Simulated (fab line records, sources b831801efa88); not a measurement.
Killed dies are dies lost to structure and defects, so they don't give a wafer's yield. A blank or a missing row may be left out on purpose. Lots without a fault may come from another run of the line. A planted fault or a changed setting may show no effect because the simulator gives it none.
fab line records | flow sky130
record lots=14 wafers=42 last_day=50
route steps=708 shown LI_CONTACT@383
lots that met no fault: from a run of the same line without faults
start_h: hours from the record's first day to the start of the lot's first wafer shown | wait_h: hours since the lot's step before | " the same as in the row above | L1.1+2: a row that stands for several wafers | - no value, or no start given | * or withheld: withheld | < > ~ a bound
route shown NAME@n: a module of which the file shows steps, and the number in the route of the first | usual: mean/standard deviation of fault-free wafers | same: alike in all rows | chamber/n: place in a boat | sites: the reading at each site | _std_site: their standard deviation | _edge_site: outer sites' mean less inner sites' | radius_mm: how far each site lies from the wafer's centre | mask NAME#n: copy n | behind: the tool/chamber that last shaped the wafer | hold: why the lot was held/for how many hours/how that ended | device: the transistor (n, p or np) that didn't switch | end of line: the same wafers' tests at the end of the route | a step without rows: its recipe alone | killed: dies lost to structure and defects at the first sort, not the wafer's yield | map: a wafer's dies, x killed, . not, _ none there
set.NAME: the setting as run; set.NAME@STEP: as run at that earlier step | model.NAME: the simulator's own value behind a step, which no gauge read
steps of the route over a sample of lots; a table a step, a row a wafer
services: from which hour (start_h, from the record's first day; less than 0 if before it) a tool's chamber was out of use, for how many hours, and why
## steps
# step SKY_LI_CONTACT_CVD_21
# recipe material=W target_thk_nm=400 time_s=120.56 temp_c=400 pressure_torr=40
# usual chamber_pressure_Torr=40.00/0.091 heater_power_w=887/92 susceptor_temp_C=399.97/0.21
# columns lot.wafer tool chamber start_h wait_h chamber_pressure_Torr heater_power_w since_wet_clean_h susceptor_temp_C
L705.1 cvd_w-02 1 695.49 0.0 40.07 742 292 400.01
L705.2 " 0 " " 40.01 863 292 400.19
L705.4 " 0 " " 40.15 857 - 400.11
L707.3 cvd_w-01 1 710.35 0.1 40.00 995 - 400.32
L707.4 " 0 " " 39.90 985 - 399.68
L707.5 " 0 " " 39.92 955 - 399.86
L706.1 cvd_w-01 1 712.81 0.0 40.18 985 809 400.02
L706.2 " 0 " " 40.04 943 809 400.37
L706.5 " 0 " " 40.05 916 - 400.08
L708.2 cvd_w-01 0 720.96 0.0 39.90 951 817 400.00
L708.3 " 0 " " 40.03 960 - 400.09
L708.5 " 0 " " 39.90 973 - 400.21
L709.2 cvd_w-02 0 728.68 0.0 40.01 878 325 400.30
L709.5 " 0 " " 40.19 884 - 399.83
L709.6 " 1 " " 40.04 739 - 399.97
L711.3 cvd_w-02 1 733.43 0.1 39.91 757 - 399.60
L711.4 " 0 " " 40.12 902 - 399.79
L711.6 " 1 " " 39.89 736 - 399.68
L710.2 cvd_w-01 0 734.38 0.0 39.96 935 830 400.26
L710.3 " 0 " " 39.99 967 - 400.00
L710.5 " 0 " " 40.01 953 - 400.04
L713.2 cvd_w-02 1 758.96 0.0 44.05 734 355 399.95
L713.3 " 0 " " 44.10 886 - 400.01
L713.6 " 1 " " 44.14 759 - 400.19
L714.1 cvd_w-02 0 769.41 0.0 44.02 882 365 400.15
L714.3 " 0 " " 44.05 863 - 400.27
L714.6 " 0 " " 43.88 860 - 400.00
L718.1 cvd_w-01 0 800.81 0.0 39.88 976 897 399.98
L718.3 " 0 " " 39.98 989 - 400.20
L718.4 " 0 " " 40.05 961 - 400.12
L725.1 cvd_w-01 1 839.65 0.0 39.99 992 936 400.12
L725.4 " 1 " " 40.06 989 - 400.53
L725.6 " 1 " " 40.20 982 - 400.25
L724.1 cvd_w-01 0 841.11 0.0 40.05 966 937 399.77
L724.2 " 1 " " 39.98 982 937 400.05
L724.5 " 0 " " 40.00 961 - 400.05
L726.2 cvd_w-02 1 850.51 0.0 39.97 774 447 399.83
L726.4 " 1 " " 40.08 759 - 399.67
L726.5 " 1 " " 39.97 737 - 399.75
L727.4 cvd_w-01 0 857.70 0.1 39.87 939 - 400.11
L727.5 " 0 " " 39.99 993 - 400.12
L727.6 " 1 " " 39.99 952 - 399.70
# step SKY_LI_CONTACT_RS_MEAS_22
# recipe thk_meas_gauge=four-point-probe reads=W_of_LI_CONTACT_CVD_21+TiN_of_LI_CONTACT_SPUTTER_20+Ti_of_LI_CONTACT_SPUTTER_19
# usual LI_CONTACT_W_RS=0.288/0.0041
# columns lot.wafer tool chamber start_h wait_h LI_CONTACT_W_RS[ohm/sq]
L705.1 film_metro-01 - 695.62 0.1 0.286
L705.2 " - " " 0.279
L705.4 " - " " 0.279
L707.3 film_metro-02 - 710.48 0.1 0.281
L707.4 " - " " 0.294
L707.5 " - " " 0.293
L706.1 film_metro-04 - 712.94 0.1 0.283
L706.2 " - " " 0.287
L706.5 " - " " 0.292
L708.2 film_metro-04 - 721.11 0.1 0.294
L708.3 " - " " 0.294
L708.5 " - " " 0.289
L709.2 film_metro-01 - 728.82 0.1 0.285
L709.5 " - " " 0.286
L709.6 " - " " 0.288
L711.3 film_metro-04 - 733.56 0.1 0.287
L711.4 " - " " 0.284
L711.6 " - " " 0.292
L710.2 film_metro-01 - 734.52 0.1 0.291
L710.3 " - " " 0.287
L710.5 " - " " 0.290
L713.2 film_metro-01 - 759.11 0.1 0.278
L713.3 " - " " 0.273
L713.6 " - " " 0.275
L714.1 film_metro-01 - 769.53 0.1 0.264
L714.3 " - " " 0.270
L714.6 " - " " 0.266
L718.1 film_metro-01 - 801.06 0.2 0.290
L718.3 " - " " 0.288
L718.4 " - " " 0.286
L725.1 film_metro-02 - 839.77 0.1 0.287
L725.4 " - " " 0.286
L725.6 " - " " 0.288
L724.1 film_metro-04 - 841.24 0.1 0.288
L724.2 " - " " 0.288
L724.5 " - " " 0.289
L726.2 film_metro-04 - 850.65 0.1 0.294
L726.4 " - " " 0.294
L726.5 " - " " 0.292
L727.4 film_metro-02 - 857.85 0.1 0.290
L727.5 " - " " 0.286
L727.6 " - " " 0.288
# step SKY_LI_CONTACT_THK_MEAS_23
# recipe thk_meas_gauge=xrf reads=W_of_LI_CONTACT_CVD_21
# usual LI_CONTACT_W_THK=405/6.7
# columns lot.wafer tool chamber start_h wait_h LI_CONTACT_W_THK[nm]
L705.1 film_metro-01 - 695.74 0.1 403
L705.2 " - " " 415
L705.4 " - " " 411
L707.3 film_metro-02 - 710.58 0.1 419
L707.4 " - " " 402
L707.5 " - " " 399
L706.1 film_metro-04 - 713.06 0.1 418
L706.2 " - " " 411
L706.5 " - " " 405
L708.2 film_metro-04 - 721.22 0.1 400
L708.3 " - " " 396
L708.5 " - " " 407
L709.2 film_metro-01 - 728.93 0.1 406
L709.5 " - " " 407
L709.6 " - " " 405
L711.3 film_metro-04 - 733.66 0.1 406
L711.4 " - " " 412
L711.6 " - " " 402
L710.2 film_metro-01 - 734.63 0.1 397
L710.3 " - " " 405
L710.5 " - " " 401
L713.2 film_metro-01 - 759.22 0.1 414
L713.3 " - " " 427
L713.6 " - " " 420
L714.1 film_metro-01 - 769.65 0.1 439
L714.3 " - " " 431
L714.6 " - " " 433
L718.1 film_metro-01 - 801.18 0.1 398
L718.3 " - " " 403
L718.4 " - " " 404
L725.1 film_metro-02 - 839.89 0.1 411
L725.4 " - " " 412
L725.6 " - " " 404
L724.1 film_metro-04 - 841.36 0.1 408
L724.2 " - " " 407
L724.5 " - " " 407
L726.2 film_metro-04 - 850.76 0.1 399
L726.4 " - " " 400
L726.5 " - " " 403
L727.4 film_metro-02 - 857.94 0.1 407
L727.5 " - " " 411
L727.6 " - " " 411
## services
# columns tool chamber start_h hours kind
cvd_w-01 1 695.99 2.7 repair
cvd_w-02 1 783.13 7.9 repair
cvd_w-01 - 785.99 1.3 repair
cvd_w-01 1 797.48 6.1 repair
cvd_w-01 - 804.30 2.8 pm
cvd_w-02 - 812.18 1.6 repair
## key
first_sign step=SKY_LI_CONTACT_CVD_21 reading=chamber_pressure_Torr direction=up sigmas=44 usual=40.00 struck=44.04
effect step=SKY_LI_CONTACT_RS_MEAS_22 reading=LI_CONTACT_W_RS direction=down sigmas=4.1 usual=0.288 struck=0.271
effect step=SKY_LI_CONTACT_THK_MEAS_23 reading=LI_CONTACT_W_THK direction=up sigmas=3.4 usual=405 struck=427
met_at SKY_LI_CONTACT_CVD_21
struck_lots L713,L714
tester_left_out L713,L714
onset_between 733.43 758.96
fault kind=process_parameter_drift tool=cvd_w-02 chamber=- onset_h=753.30 steps=SKY_LI_CONTACT_CVD_21 channel=pressure_torr offset=4.0901 shape=step end_h=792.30 acts_in=these_recipes_only stated=40
# tester_left_out: of these lots the tester's yield and bins aren't shown, on N5 and GAA mostly nor the transistor test; their killed dies are dies lost to structure and defects alone, not to doping, threshold or leakage, so they don't give the yield
